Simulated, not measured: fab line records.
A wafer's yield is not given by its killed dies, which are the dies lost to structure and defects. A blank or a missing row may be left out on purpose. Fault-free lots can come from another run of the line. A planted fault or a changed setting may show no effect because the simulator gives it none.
Code-filled problem report in 8D (eight disciplines) form | flow sky130 | the parts of the form that need people (team, actions taken, sign-off) are left out

1. WHAT IS WRONG
At SKY_SD_N_RTA_14, ramp_down_c_per_s averages 35.992 over 6 wafers from 2 lots, while fault-free wafers read 90.000, standard deviation 0.017. So: -99 or more standard deviations from the usual mean.
The step: time 2 s.
First seen on wafer L770.1, day 32 21:29, on rtp_anneal-01. The record has a number at this step for 18 wafers belonging to 6 lots. Rule for "out", or "out of limits": more than 4 standard deviations from the usual mean. Any other wafer with a number is counted as sound.

2. WHAT THIS IS AND IS NOT
question                    | is                     | is not
which readings at this step | ramp_down_c_per_s      | lamp_power_pct, ramp_up_c_per_s, wafer_temp_C_max
which lots                  | L770, L772             | L757, L758, L775, L779
which wafers of those lots  | all that have a number | -
read on which tools         | rtp_anneal-01          | rtp_anneal-02
when                        | from day 32 21:29      | up to then (6 sound wafers); but 6 sound wafers of L775, L779 came after

3. SUSPECTS, AND WHAT RULES EACH OUT
Counting: a tool stays on the suspect list if, at a process step up to the reading, it processed all lots that are out and no sound lot following the first of them.
- plasma_asher-01 at SKY_SD_N_STRIP_11 (strips in O2/N2): kept. All lots that are out passed through it, beginning with L770 at day 32 21:17, and no sound lot followed; its final sound lot before that point was L758 at day 28 20:43.
- rtp_anneal-01 at SKY_SD_N_RTA_14 (time 2 s): kept. All lots that are out passed through it, beginning with L770 at day 32 21:29, and no sound lot followed; its final sound lot before that point was L758 at day 28 20:56. On those wafers its own readings are out: ramp_down_c_per_s.
After counting, plasma_asher-01 at SKY_SD_N_STRIP_11 and rtp_anneal-01 at SKY_SD_N_RTA_14 remain.

4. THE CAUSE (what the simulator had put in)
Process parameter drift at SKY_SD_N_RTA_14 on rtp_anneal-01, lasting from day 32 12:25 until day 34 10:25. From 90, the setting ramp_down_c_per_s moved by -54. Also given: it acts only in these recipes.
After counting, 2 suspects remain, this tool included.

5. THE EFFECT CHAIN, in route order
Each row: a reading whose mean over the struck wafers that have a number lies more than 3 standard deviations from the usual. Only readings whose record carries a usual standard deviation are examined. hours: median over the lots of the time between each lot's start at the first step of this table that gives one and its start at this step. sigmas: the change, counted in usual standard deviations.
hours | step            | reading           | usual  | on struck wafers | change  | sigmas
0     | SKY_SD_N_RTA_14 | ramp_down_c_per_s | 90.000 | 35.992           | -54.008 | -99 or more
It contains these process steps:
- SKY_SD_N_RTA_14: time 2 s.

6. HOW IT WOULD HAVE BEEN CAUGHT EARLIER
The fault began at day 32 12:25; the first out-of-limits reading in this record came at day 32 21:29, 9 hours later.
